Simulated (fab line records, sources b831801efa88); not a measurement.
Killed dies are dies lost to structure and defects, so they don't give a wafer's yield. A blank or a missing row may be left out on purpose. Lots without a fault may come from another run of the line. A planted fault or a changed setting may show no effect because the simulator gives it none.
Which tool did it? | flow gf180mcu | 13 lots, 39 wafers sampled, at 5 steps of a route of 602

WHAT THE GAUGES READ, wafer by wafer
GF_DNWELL_TW_MEAS_09.
lot  | measured    | on            | DNWELL_TW
L748 | day 3 00:01 | film_metro-04 | 1339 1343 1340
L749 | day 3 05:25 | film_metro-03 | 1369 1376 1374
L753 | day 4 04:25 | film_metro-04 | 1349 1353 1347
L755 | day 4 12:48 | film_metro-03 | 1371 1363 1364
L758 | day 5 06:11 | film_metro-03 | 1363 1374 1375
L759 | day 5 09:40 | film_metro-01 | 1354 1348 1348
L762 | day 6 02:55 | film_metro-04 | 1354 1361 1358
L763 | day 6 07:43 | film_metro-04 | 1347 1352 1352
L764 | day 6 13:20 | film_metro-03 | 1234 1235 1231
L765 | day 6 16:38 | film_metro-01 | 1208 1202 1211
L766 | day 7 00:56 | film_metro-03 | 1236 1231 1224
L769 | day 7 18:53 | film_metro-03 | 1364 1369 1370
L770 | day 7 20:58 | film_metro-01 | 1350 1347 1352

GF_LVPWELL_OVL_MEAS_07.
lot  | measured    | on         | LVPWELL_OVL (nm)
L748 | day 4 02:46 | overlay-01 | 1.1 0.9 -0.9
L749 | day 4 08:19 | overlay-01 | 0.2 1.1 0.9
L753 | day 5 07:41 | overlay-01 | 0.4 2.1 0.7
L755 | day 5 17:46 | overlay-02 | -1.6 -0.7 0.2
L758 | day 6 10:43 | overlay-01 | 0.0 1.8 3.1
L759 | day 6 15:22 | overlay-02 | -1.0 -1.2 0.2
L762 | day 7 08:30 | overlay-02 | -2.0 -2.2 -2.2
L763 | day 7 15:15 | overlay-02 | -0.4 -1.0 2.6
L764 | day 7 20:29 | overlay-02 | 0.2 0.5 0.5
L765 | day 7 23:58 | overlay-02 | -2.1 -1.6 -0.5
L766 | day 8 09:01 | overlay-01 | 0.6 -0.3 1.5
L769 | day 9 03:49 | overlay-01 | -1.3 0.9 1.2
L770 | day 9 05:55 | overlay-01 | 0.7 0.7 0.3

GF_DUAL_GATE_OVL_MEAS_11.
lot  | measured     | on         | DUAL_GATE_OVL (nm)
L748 | day 8 16:19  | overlay-02 | -1.8 -2.4 -2.2
L749 | day 8 21:58  | overlay-01 | -0.3 2.4 0.8
L753 | day 10 02:41 | overlay-01 | -0.5 0.3 -0.3
L755 | day 10 16:33 | overlay-02 | -1.4 -0.3 1.7
L758 | day 11 13:51 | overlay-02 | -0.9 -2.0 -0.5
L759 | day 11 18:59 | overlay-02 | -0.9 1.5 0.2
L762 | day 12 15:58 | overlay-02 | -1.1 -0.1 -0.5
L763 | day 12 23:43 | overlay-02 | 0.7 2.0 0.9
L764 | day 13 04:52 | overlay-02 | 1.8 -0.5 1.9
L765 | day 13 12:11 | overlay-01 | 1.2 -0.2 0.4
L766 | day 13 20:42 | overlay-02 | -1.1 -0.5 -1.6
L769 | day 14 21:00 | overlay-02 | 1.0 1.4 -0.4
L770 | day 14 23:26 | overlay-02 | -0.4 -0.1 0.2

WHICH TOOL RAN EACH LOT (tool, then ch and the chambers of the sampled wafers, then the start)
lot  | GF_DNWELL_IMPLANT_07           | GF_VT_IMPLANT_STRIP_31
L748 | implanter-02 ch 0, day 2 23:47 | plasma_asher-01 ch 0,1, day 7 03:02
L749 | implanter-03 ch 0, day 3 05:11 | plasma_asher-04 ch 0,1, day 7 10:17
L753 | implanter-03 ch 0, day 4 04:10 | plasma_asher-02 ch 0,1, day 8 14:00
L755 | implanter-02 ch 0, day 4 12:34 | plasma_asher-01 ch 0,1, day 9 02:38
L758 | implanter-03 ch 0, day 5 05:58 | plasma_asher-02 ch 0,1, day 9 22:01
L759 | implanter-01 ch 0, day 5 09:28 | plasma_asher-04 ch 0,1, day 10 03:38
L762 | implanter-03 ch 0, day 6 02:41 | plasma_asher-04 ch 0, day 10 23:20
L763 | implanter-03 ch 0, day 6 07:26 | plasma_asher-01 ch 0,1, day 11 05:57
L764 | implanter-03 ch 0, day 6 13:05 | plasma_asher-02 ch 0,1, day 11 12:11
L765 | implanter-03 ch 0, day 6 16:23 | plasma_asher-01 ch 0,1, day 11 18:08
L766 | implanter-03 ch 0, day 7 00:43 | plasma_asher-02 ch 0,1, day 12 03:22
L769 | implanter-01 ch 0, day 7 18:40 | plasma_asher-02 ch 0,1, day 13 01:22
L770 | implanter-02 ch 0, day 7 20:40 | plasma_asher-02 ch 0,1, day 13 04:12
- GF_DNWELL_IMPLANT_07
- GF_VT_IMPLANT_STRIP_31: strips in O2/N2.

WHAT THE TOOLS THEMSELVES READ (means of the sampled wafers that have a number; where no wafer has one, the mark that the record gives instead)
GF_DNWELL_IMPLANT_07.
lot  | tool         | dose_ions_cm2 | faraday_current_uA
L748 | implanter-02 | 1e+13         | 55.6
L749 | implanter-03 | 1e+13         | 56.5
L753 | implanter-03 | 1e+13         | 56.7
L755 | implanter-02 | 1e+13         | 55.2
L758 | implanter-03 | 1e+13         | 56.6
L759 | implanter-01 | 1e+13         | 56.8
L762 | implanter-03 | 1e+13         | 56.7
L763 | implanter-03 | 1e+13         | 56.7
L764 | implanter-03 | 7e+12         | 39.5
L765 | implanter-03 | 7e+12         | 39.7
L766 | implanter-03 | 7e+12         | 40.4
L769 | implanter-01 | 1e+13         | 56.5
L770 | implanter-02 | 1e+13         | 56.9

GF_VT_IMPLANT_STRIP_31.
lot  | tool            | drypump_motor_current_A (A) | heater_power_w (W) | o2_flow_sccm (sccm) | oes_product_au (a.u.) | strip_time_to_endpoint_s (s)
L748 | plasma_asher-01 | 5.57                        | 321                | 3000                | 0.713                 | 12.63
L749 | plasma_asher-04 | 5.41                        | 293                | 3005                | 0.715                 | 12.67
L753 | plasma_asher-02 | 5.98                        | 340                | 3002                | 0.716                 | 12.63
L755 | plasma_asher-01 | 5.55                        | 344                | 2995                | 0.719                 | 12.65
L758 | plasma_asher-02 | 5.97                        | 338                | 2995                | 0.714                 | 12.61
L759 | plasma_asher-04 | 5.41                        | 288                | 3002                | 0.712                 | 12.67
L762 | plasma_asher-04 | 5.67                        | 310                | 2995                | 0.713                 | 12.62
L763 | plasma_asher-01 | 5.59                        | 322                | 2999                | 0.721                 | 12.61
L764 | plasma_asher-02 | 5.98                        | 351                | 3007                | 0.715                 | 12.60
L765 | plasma_asher-01 | 5.61                        | 324                | 3000                | 0.716                 | 12.69
L766 | plasma_asher-02 | 5.97                        | 337                | 3008                | 0.713                 | 12.59
L769 | plasma_asher-02 | 5.95                        | 338                | 3002                | 0.715                 | 12.62
L770 | plasma_asher-02 | 5.97                        | 342                | 3001                | 0.714                 | 12.60

THE ANSWER, worked out from the rows above alone
Rule: what is usual is taken from the lots themselves. Put in order of their means at a reading, lots are off if they are a third of the lots or fewer, leave a main group of 4 or more, and stand apart from it by a gap of 3 or more times the standard deviation of the main group's means; of several such gaps the widest counts. A main group whose means are all the same, to the digits that the tables above print for the reading, isn't used. A lot without any number at a reading at which 4 lots or more have one is off too. The other lots that the step has rows for count as sound. The gauges are gone through in route order, then the tools' own readings, and for those a lot's mean is taken as printed above. The first step at which some lot is off is used, and at that step the reading that is off furthest; a lot without a number counts as furthest.
Off: L764, L765, L766, at GF_DNWELL_TW_MEAS_09 (DNWELL_TW). The main group: mean 1358, standard deviation 11.
A tool fits if, at a process step before that reading, it ran every lot that is off, and no sound lot after the first of them. The gauges at GF_DNWELL_TW_MEAS_09 aren't tried: what is off there is off at GF_DNWELL_IMPLANT_07 too, on other tools, and a gauge's error can't cause that. One fits: implanter-03 at GF_DNWELL_IMPLANT_07. Its last sound lot is L763 (day 6 07:26), its first lot that is off L764 (day 6 13:05): a fault that began between those two fits.
The tool's own readings at GF_DNWELL_IMPLANT_07 bear it out: on the lots that are off they differ by more than 5 times the standard deviation of the sound lots' means. dose_ions_cm2 reads 7e+12 there against 1e+13 on the sound lots; faraday_current_uA reads 39.9 there against 56.4 on the sound lots.

WHAT THE SIMULATOR HAD PUT IN
Process parameter drift: implanter-03, from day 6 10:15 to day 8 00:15, at GF_DNWELL_IMPLANT_07. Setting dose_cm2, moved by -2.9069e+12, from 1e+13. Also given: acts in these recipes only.
Lots struck among those shown: L764, L765, L766. The rule above found the same.
